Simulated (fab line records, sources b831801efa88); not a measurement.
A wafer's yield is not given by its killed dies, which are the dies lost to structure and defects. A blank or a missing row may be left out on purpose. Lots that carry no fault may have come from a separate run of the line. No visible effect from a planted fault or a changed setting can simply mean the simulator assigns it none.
fab line records	flow sky130
record: lots: 6	wafers: 18	last_day: 51
route steps=708 shown VIA3@587 METAL4@598 CAP2M@603
lots with no fault: from the same line, run without faults
start_h: start of the lot's first displayed wafer, in hours after the record's first day	wait_h: time in hours since the lot's previous step	" as in the row above	L1.1+2: several wafers, shown together as one row	- value missing, or start not given	* or withheld: withheld	< > ~ a bound
route shown NAME@n: NAME is a module with steps in the file, n the number in the route of the first one	usual: the fault-free wafers' mean and standard deviation	same: alike in all rows	chamber/n: place in a boat	sites: each site's reading	_std_site: the standard deviation of these	_edge_site: inner sites' mean taken away from outer sites' mean	radius_mm: for every site, how far away it sits from the centre of the wafer	mask NAME#n: copy n	behind: tool/chamber where the wafer was last shaped	hold: why the lot went on hold/how many hours it stayed there/how the hold came to an end	device: the transistor (n, p or np) that didn't switch	end of line: the route-end tests of the same wafers	step lacking rows: just its recipe	killed: at the first sort, the dies lost to defects and structure; wafer yield is something else	map: the dies of a wafer, with x for killed, . for not killed, _ for no die there
set.NAME: the setting as run; set.NAME@STEP: as run at that earlier step	model.NAME: the simulator's own value behind a step, which no gauge read
certain route steps with their lots: each step a table, each wafer a row
services: a tool's chamber out of use, with start hour (start_h, from the record's first day; less than 0 if before it), hours out, and reason
== steps ==
step: SKY_VIA3_ETCH_14
recipe: chemistry: N2/H2	target: BARC	ion_energy_ev: 200	source_w: 500	bias_w: 100	pressure_mtorr: 30	n2_flow_sccm: 100	h2_flow_sccm: 200	stop_on: SiO2	time_s: 45.9	target_depth_a: 600
step: SKY_VIA3_ETCH_15
recipe: target: SiO2	chemistry: C4F8/O2/Ar	target_depth_nm: 507	stop_on: TiN	mask_material: KrF-thick	source_w: 1500	bias_w: 1200	pressure_mtorr: 40	c4f8_flow_sccm: withheld	O2_flow_sccm: 6	Ar_flow_sccm: 300	time_s: 81.07
step: SKY_VIA3_STRIP_16
recipe: chemistry: O2/N2	power_w: 1400	pressure_mtorr: 1500	platen_temp_c: withheld	o2_flow_sccm: 3000	n2_flow_sccm: 300	overash_fraction: 0.5
step: SKY_VIA3_STRIP_17
recipe: chemistry: post_etch_residue_remover	time_s: 1200	temp_c: 72.5
step: SKY_VIA3_CLEAN_18
recipe: chemistry: IPA	time_s: 180	temp_c: 25
step: SKY_VIA3_CLEAN_19
recipe: chemistry: O3/DIW	dry: n2_spin
step: SKY_VIA3_SPUTTER_20
recipe: material: TiN	target_thk_nm: 20	chamber_pressure_pa: 5	power_w: 4000	time_s: 80
step: SKY_VIA3_CVD_21
recipe: material: W	target_thk_nm: 390	time_s: 117.31	temp_c: 400	pressure_torr: 40
usual: heater_power_w: 835/67
lot.wafer	tool	chamber	start_h	wait_h	heater_power_w
L286.1	cvd_w-02	0	939.24	0.0	871
L286.2	"	1	"	"	839
L286.3	"	1	"	"	856
L299.1	cvd_w-01	1	1026.80	0.0	892
L299.4	"	1	"	"	898
L299.5	"	1	"	"	866
L300.1	cvd_w-02	1	1044.22	0.0	848
L300.3	"	1	"	"	869
L300.4	"	0	"	"	866
L305.4	cvd_w-01	0	1065.11	0.1	761
L305.5	"	1	"	"	872
L305.6	"	0	"	"	741
L308.2	cvd_w-01	1	1091.89	0.0	902
L308.3	"	1	"	"	887
L308.6	"	0	"	"	762
L307.3	cvd_w-01	0	1117.58	0.1	734
L307.4	"	1	"	"	888
L307.5	"	1	"	"	901
step: SKY_VIA3_RS_MEAS_22
recipe: thk_meas_gauge: four-point-probe	reads: W_of_VIA3_CVD_21+TiN_of_VIA3_SPUTTER_20
usual: VIA3_W_RS: 0.2955/0.0024
lot.wafer	tool	chamber	start_h	wait_h	VIA3_W_RS[ohm/sq]
L286.1	film_metro-04	-	939.37	0.1	0.2979
L286.2	"	-	"	"	0.2969
L286.3	"	-	"	"	0.2957
L299.1	film_metro-01	-	1026.93	0.1	0.2963
L299.4	"	-	"	"	0.2984
L299.5	"	-	"	"	0.2982
L300.1	film_metro-04	-	1044.34	0.1	0.2982
L300.3	"	-	"	"	0.2972
L300.4	"	-	"	"	0.2974
L305.4	film_metro-02	-	1065.26	0.1	0.2952
L305.5	"	-	"	"	0.2955
L305.6	"	-	"	"	0.2919
L308.2	film_metro-02	-	1092.03	0.1	0.2969
L308.3	"	-	"	"	0.2958
L308.6	"	-	"	"	0.2977
L307.3	film_metro-04	-	1117.70	0.1	0.2959
L307.4	"	-	"	"	0.2968
L307.5	"	-	"	"	0.2982
step: SKY_VIA3_THK_MEAS_23
recipe: thk_meas_gauge: xrf	reads: W_of_VIA3_CVD_21
usual: VIA3_W_THK: 394/5.2
lot.wafer	tool	chamber	start_h	wait_h	VIA3_W_THK[nm]
L286.1	film_metro-04	-	939.49	0.1	388
L286.2	"	-	"	"	388
L286.3	"	-	"	"	389
L299.1	film_metro-01	-	1027.05	0.1	396
L299.4	"	-	"	"	390
L299.5	"	-	"	"	390
L300.1	film_metro-04	-	1044.46	0.1	391
L300.3	"	-	"	"	392
L300.4	"	-	"	"	389
L305.4	film_metro-02	-	1065.35	0.1	399
L305.5	"	-	"	"	397
L305.6	"	-	"	"	402
L308.2	film_metro-02	-	1092.14	0.1	392
L308.3	"	-	"	"	393
L308.6	"	-	"	"	390
L307.3	film_metro-04	-	1117.80	0.1	393
L307.4	"	-	"	"	391
L307.5	"	-	"	"	391
step: SKY_VIA3_CMP_24
recipe: stop_on: SiO2	t_overpolish_s: 20	down_force_psi: 3.5	platen_rpm: 60	target_thk_nm: 0	pad_velocity_m_s: 0.94248
usual: motor_current_A: 11.9/0.95	overpolish_run_s: 19.999/0.0095	retaining_ring_pressure_frac: 1.000/0.0052	time_to_endpoint_s: 94.7/2.6
lot.wafer	tool	chamber	start_h	wait_h	motor_current_A	overpolish_run_s	retaining_ring_pressure_frac	time_to_endpoint_s
L286.3	cmp-02	3	939.55	0.0	12.4	19.997	1.006	91.5
L286.1	"	1	"	"	10.7	19.999	0.991	88.6
L286.2	"	2	"	"	11.5	20.010	0.997	89.4
L299.1	cmp-02	0	1027.16	0.1	11.2	19.988	1.003	93.4
L299.4	"	1	"	"	10.5	20.010	0.997	91.1
L299.5	"	0	"	"	12.0	20.007	1.002	95.0
L300.4	cmp-01	3	1044.57	0.1	11.8	19.998	1.001	93.7
L300.3	"	0	"	"	14.8	19.998	1.004	93.1
L300.1	"	1	"	"	11.5	20.007	0.998	94.5
L305.4	cmp-01	3	1065.43	0.1	12.0	20.016	1.000	100.0
L305.5	"	2	"	"	11.8	19.993	1.007	96.9
L305.6	"	3	"	"	11.4	20.013	0.995	100.1
L308.3	cmp-02	0	1096.44	4.3	12.6	19.987	1.002	91.3
L308.2	"	2	"	"	11.6	20.005	0.997	97.5
L308.6	"	3	"	"	11.4	20.010	0.991	92.4
L307.3	cmp-02	1	1117.84	0.0	10.6	20.001	1.003	87.4
L307.4	"	3	"	"	11.8	19.994	0.991	92.4
L307.5	"	2	"	"	11.0	20.007	1.004	89.8
step: SKY_METAL4_SPUTTER_00
recipe: material: Ti	target_thk_nm: 15	power_w: 3000	time_s: 10	chamber_pressure_pa: 0.4
step: SKY_METAL4_SPUTTER_01
recipe: material: TiN	target_thk_nm: 20	power_w: 6500	time_s: 16.7	chamber_pressure_pa: 0.4
usual: cathode_dc_power_W: 6500.1/1.2	chamber_pressure_pa: 0.4000/0.00084	throttle_valve_pct: 30.1/0.94
lot.wafer	tool	chamber	start_h	wait_h	cathode_dc_power_W	chamber_pressure_pa	throttle_valve_pct
L286.1	pvd_sputter-04	-	939.87	0.0	6501.1	0.3997	30.8
L286.2	"	-	"	"	6502.3	0.3993	29.2
L286.3	"	-	"	"	6500.2	0.4004	30.4
L299.1	pvd_sputter-04	-	1027.43	0.0	-	-	-
L299.4	"	-	"	"	-	-	-
L299.5	"	-	"	"	-	-	-
L300.1	pvd_sputter-01	-	1044.85	0.0	-	-	-
L300.3	"	-	"	"	-	-	-
L300.4	"	-	"	"	-	-	-
L305.4	pvd_sputter-02	-	1065.70	0.0	6499.1	0.4004	30.2
L305.5	"	-	"	"	6498.7	0.4010	31.4
L305.6	"	-	"	"	6499.2	0.3997	29.9
L308.2	pvd_sputter-02	-	1096.72	0.0	6501.8	0.4009	27.9
L308.3	"	-	"	"	6501.7	0.3991	31.8
L308.6	"	-	"	"	6499.2	0.3996	31.7
L307.3	pvd_sputter-01	-	1118.16	0.0	6500.5	0.3988	29.9
L307.4	"	-	"	"	6499.6	0.3999	29.5
L307.5	"	-	"	"	6500.7	0.4005	30.3
step: SKY_METAL4_SPUTTER_02
recipe: material: AlCu	target_thk_nm: 735	power_w: 10600	time_s: 39.1	chamber_pressure_pa: 0.4
step: SKY_METAL4_SPUTTER_03
recipe: material: Ti	target_thk_nm: 5	power_w: 3000	time_s: 3.3	chamber_pressure_pa: 0.4
step: SKY_METAL4_SPUTTER_04
recipe: material: TiN	target_thk_nm: 70	power_w: 6500	time_s: 58.3	chamber_pressure_pa: 0.4
step: SKY_CAP2M_CVD_00
recipe: material: SiO2	target_thk_nm: 15.5	temp_c: 400	time_s: withheld	rf_w: 450
usual: heater_power_w: 662/63
lot.wafer	tool	chamber	start_h	wait_h	heater_power_w
L286.1	pecvd-01	0	940.00	0.0	609
L286.2	"	2	"	"	647
L286.3	"	0	"	"	611
L299.1	pecvd-03	2	1027.56	0.0	668
L299.4	"	0	"	"	681
L299.5	"	2	"	"	692
L300.1	pecvd-03	2	1044.98	0.0	630
L300.3	"	0	"	"	637
L300.4	"	2	"	"	638
L305.4	pecvd-04	0	1065.84	0.0	673
L305.5	"	0	"	"	676
L305.6	"	1	"	"	768
L308.2	pecvd-01	1	1096.85	0.0	597
L308.3	"	2	"	"	607
L308.6	"	0	"	"	573
L307.3	pecvd-03	1	1118.29	0.0	523
L307.4	"	1	"	"	532
L307.5	"	2	"	"	663
step: SKY_CAP2M_SPUTTER_02
recipe: material: TiN	target_thk_nm: 200	temp_c: 300	power_w: 6500	time_s: 166.7	chamber_pressure_pa: 0.4131
usual: cathode_dc_power_W: 6499.9/1.1	chamber_pressure_pa: 0.4131/0.00086	throttle_valve_pct: 30.5/1
lot.wafer	tool	chamber	start_h	wait_h	cathode_dc_power_W	chamber_pressure_pa	throttle_valve_pct
L286.1	pvd_sputter-03	-	940.09	0.1	6497.4	0.4132	31.0
L286.2	"	-	"	"	6500.3	0.4121	32.8
L286.3	"	-	"	"	6500.5	0.4135	31.8
L299.1	pvd_sputter-03	-	1027.64	0.1	6499.7	0.4134	32.9
L299.4	"	-	"	"	6499.0	0.4127	31.0
L299.5	"	-	"	"	6498.5	0.4148	31.4
L300.1	pvd_sputter-04	-	1045.06	0.1	6499.8	0.4133	29.4
L300.3	"	-	"	"	6498.2	0.4136	31.1
L300.4	"	-	"	"	6499.2	0.4119	30.5
L305.4	pvd_sputter-04	-	1065.92	0.0	6499.2	0.4141	29.6
L305.5	"	-	"	"	6498.2	0.4129	30.6
L305.6	"	-	"	"	6500.9	0.4132	29.6
L308.2	pvd_sputter-04	-	1096.93	0.0	6500.2	0.4118	29.4
L308.3	"	-	"	"	6499.9	0.4119	30.6
L308.6	"	-	"	"	6498.6	0.4126	29.5
L307.3	pvd_sputter-04	-	1118.38	0.0	6500.6	0.4122	29.4
L307.4	"	-	"	"	6501.0	0.4111	31.1
L307.5	"	-	"	"	6499.2	0.4117	31.1
step: SKY_CAP2M_DEHYDRATE_05
recipe: temp_c: 200	time_s: 60
step: SKY_CAP2M_HMDS_06
recipe: prime_time_s: 60	prime_temp_c: 120
step: SKY_CAP2M_COAT_07
recipe: resist: NOVOLAK	spin_rpm: 3000	resist_thk_nm: 1140
step: SKY_CAP2M_SOFTBAKE_08
recipe: temp_c: 90	time_s: 60	resist: NOVOLAK
step: SKY_CAP2M_EXPOSE_09
recipe: mask_id: CAP2M	na: 0.6	source_shape: conventional	sigma_outer: 0.6	polarization: unpolarized	target_cd_nm: 1000	dose_mj: 159
step: SKY_CAP2M_PEB_10
recipe: temp_c: withheld	time_s: *	resist: NOVOLAK
step: SKY_CAP2M_DEVELOP_11
recipe: resist: NOVOLAK	developer: TMAH	develop_time_s: 60	dev_temp_c: 23
step: SKY_CAP2M_OVL_MEAS_12
usual: CAP2M_OVL: 1.0/1.4
lot.wafer	tool	chamber	start_h	wait_h	CAP2M_OVL[nm]
L286.1	overlay-02	-	963.97	0.1	0.7
L286.2	"	-	"	"	1.0
L286.3	"	-	"	"	1.9
L299.1	overlay-02	-	1050.22	0.1	0.7
L299.4	"	-	"	"	2.5
L299.5	"	-	"	"	0.4
L300.1	overlay-01	-	1066.87	0.1	-1.9
L300.3	"	-	"	"	0.3
L300.4	"	-	"	"	-1.7
L305.4	overlay-01	-	1086.23	0.1	0.8
L305.5	"	-	"	"	-1.4
L305.6	"	-	"	"	0.1
L308.2	overlay-02	-	1115.97	0.1	5.5
L308.3	"	-	"	"	3.7
L308.6	"	-	"	"	1.2
L307.3	overlay-02	-	1137.23	0.1	1.9
L307.4	"	-	"	"	3.0
L307.5	"	-	"	"	0.5
step: SKY_CAP2M_METAL_ETCH_13
recipe: target_depth_nm: 220	stop_on: SiO2	chemistry: Cl2/BCl3	target: TiN	pressure_mtorr: 10	icp_w: 900	bias_w: 48.5	Cl2_flow_sccm: 60	bcl3_flow_sccm: 30	time_s: 62.9
step: SKY_CAP2M_STRIP_14
recipe: chemistry: O2/N2	power_w: 1400	pressure_mtorr: 1500	platen_temp_c: withheld	o2_flow_sccm: 3000	n2_flow_sccm: 300	overash_fraction: 0.5
usual: drypump_motor_current_A: 5.9/0.42	oes_product_au: 0.709/0.0046	strip_time_to_endpoint_s: 12.63/0.049
lot.wafer	tool	chamber	start_h	wait_h	drypump_motor_current_A	oes_product_au	rf_hours_counter_h	strip_time_to_endpoint_s
L286.1	plasma_asher-02	0	964.08	0.1	6.1	0.704	116	12.72
L286.2	"	1	"	"	6.3	0.709	116	12.64
L286.3	"	1	"	"	6.3	0.710	-	12.67
L299.1	plasma_asher-04	1	1050.33	0.1	5.6	0.705	93	12.63
L299.4	"	1	"	"	5.6	0.710	-	12.62
L299.5	"	1	"	"	5.6	0.707	-	12.60
L300.1	plasma_asher-01	1	1066.98	0.1	5.6	0.715	63	12.57
L300.3	"	0	"	"	6.3	0.708	-	12.60
L300.4	"	1	"	"	5.6	0.712	-	12.59
L305.4	plasma_asher-01	0	1086.36	0.1	6.3	0.713	-	12.68
L305.5	"	1	"	"	5.6	0.715	-	12.67
L305.6	"	0	"	"	6.3	0.717	-	12.66
L308.2	plasma_asher-02	1	1116.08	0.1	6.3	0.708	3	12.55
L308.3	"	0	"	"	6.1	0.703	-	12.59
L308.6	"	0	"	"	6.0	0.713	-	12.62
L307.3	plasma_asher-04	0	1137.36	0.1	5.1	0.702	-	12.57
L307.4	"	1	"	"	5.6	0.712	-	12.55
L307.5	"	1	"	"	5.6	0.706	-	12.58
step: SKY_CAP2M_STRIP_15
recipe: chemistry: post_etch_residue_remover	time_s: 1200	temp_c: 72.5
step: SKY_CAP2M_CLEAN_16
recipe: chemistry: IPA	time_s: 180	temp_c: 25
step: SKY_CAP2M_CLEAN_17
recipe: chemistry: O3/DIW	dry: n2_spin
step: SKY_METAL4_DEHYDRATE_05
recipe: temp_c: 200	time_s: 60
step: SKY_METAL4_HMDS_06
recipe: prime_time_s: 60	prime_temp_c: 120
step: SKY_METAL4_COAT_07
recipe: resist: BARC	temp_c: withheld	time_s: withheld	spin_rpm: 3000	resist_thk_nm: 60
step: SKY_METAL4_COAT_08
recipe: resist: KrF-thick	spin_rpm: 3000	resist_thk_nm: 1140
step: SKY_METAL4_SOFTBAKE_09
recipe: temp_c: 100	time_s: 90	resist: KrF-thick
step: SKY_METAL4_EXPOSE_10
recipe: mask_id: MM4	na: 0.68	source_shape: annular	sigma_inner: 0.4	sigma_outer: 0.8	target_cd_nm: 300	dose_mj: 28
step: SKY_METAL4_PEB_11
recipe: peb_temp_c: withheld	peb_time_s: withheld	resist: KrF-thick
step: SKY_METAL4_DEVELOP_12
recipe: develop_time_s: 60	resist: KrF-thick	dev_temp_c: 21
step: SKY_METAL4_METAL_ETCH_18
recipe: target_depth_a: 8450	stop_on: SiO2	over_etch_frac: 0.3	time_s: 183.1	chemistry: Cl2/BCl3	resist_sidewall_deg: 88	pressure_mtorr: 10	icp_w: 900	bias_w: 48.5	Cl2_flow_sccm: 60	bcl3_flow_sccm: 30
usual: drypump_motor_current_A: 5.9/0.32	oes_product_au: 0.865/0.0054	throttle_valve_pct: 22.262/0.008
lot.wafer	tool	chamber	start_h	wait_h	drypump_motor_current_A	oes_product_au	rf_hours_counter_h	throttle_valve_pct
L286.1	rie_metal-02	1	989.17	0.0	5.7	0.860	13	22.263
L286.2	"	0	"	"	6.3	0.867	19	22.271
L286.3	"	0	"	"	6.3	0.865	-	22.258
L299.1	rie_metal-02	0	1072.14	0.0	6.3	0.858	24	22.261
L299.4	"	1	"	"	5.7	0.851	-	22.257
L299.5	"	0	"	"	6.3	0.850	-	22.273
L300.1	rie_metal-01	1	1088.99	0.0	5.5	0.849	18	22.269
L300.3	"	1	"	"	5.5	0.844	-	22.257
L300.4	"	0	"	"	6.0	0.851	-	22.256
L305.4	rie_metal-03	1	1102.93	0.1	6.0	0.872	-	22.268
L305.5	"	0	"	"	6.3	0.866	-	22.264
L305.6	"	1	"	"	5.9	0.865	-	22.261
L308.2	rie_metal-02	0	1135.83	0.0	6.3	0.865	28	22.260
L308.3	"	0	"	"	6.3	0.854	-	22.275
L308.6	"	1	"	"	5.7	0.874	-	22.261
L307.3	rie_metal-02	0	1156.80	0.1	6.3	0.864	-	22.273
L307.4	"	1	"	"	5.7	0.860	-	22.254
L307.5	"	0	"	"	6.3	0.864	-	22.253
== services ==
tool	chamber	start_h	hours	kind
pvd_sputter-04	-	916.67	18.9	repair
pvd_sputter-03	-	917.11	9.1	repair
plasma_asher-01	-	920.76	10.1	pm
cvd_w-02	-	921.73	1.2	repair
cmp-01	-	924.51	4.7	pm
cmp-02	-	944.16	17.6	pm
plasma_asher-01	-	960.72	0.6	repair
cmp-01	-	965.00	1.7	repair
pvd_sputter-04	-	977.28	4.2	repair
pvd_sputter-04	-	983.30	3.3	repair
cvd_w-01	-	995.15	5.5	repair
cmp-02	-	1000.52	4.5	pm
cvd_w-01	-	1008.58	2.8	pm
pecvd-03	0	1027.64	3.4	repair
rie_metal-02	-	1048.91	0.2	repair
pecvd-03	2	1059.86	3.1	repair
cmp-02	-	1069.97	5.6	pm
cmp-02	-	1080.95	11.2	repair
cvd_w-01	-	1084.86	6.9	pm
pvd_sputter-04	-	1085.88	4.8	repair
cvd_w-01	1	1093.99	13.8	repair
cmp-02	-	1100.39	0.3	repair
cmp-02	-	1149.07	1.6	repair
cmp-02	-	1156.42	4.7	repair
== key ==
first_sign: step: SKY_METAL4_SPUTTER_01	reading: tool_record	direction: missing
effect: step: SKY_METAL4_METAL_ETCH_18	reading: oes_product_au	direction: down	sigmas: 2.7	usual: 0.865	struck: 0.850
met_at SKY_METAL4_SPUTTER_01
struck_wafers L299.1,L299.4,L299.5,L300.1,L300.3,L300.4
later_rows_left_out L299.1,L299.4,L299.5,L300.1,L300.3,L300.4
sort_left_out L299.1,L299.4,L299.5,L300.1,L300.3,L300.4
onset_between 939.87 1027.43
fault: kind: skipped_step_whole	tool: pvd_sputter-01,pvd_sputter-04	chamber: -	onset_h: 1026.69	steps: SKY_METAL4_SPUTTER_01	scope: struck_lots_only
sort_left_out: the simulated sort isn't trusted on such a fault, so these wafers' sort isn't shown, and their yield isn't known
later_rows_left_out: the simulator's readings of these wafers behind a module that went badly wrong aren't trusted and aren't shown, but for the sort
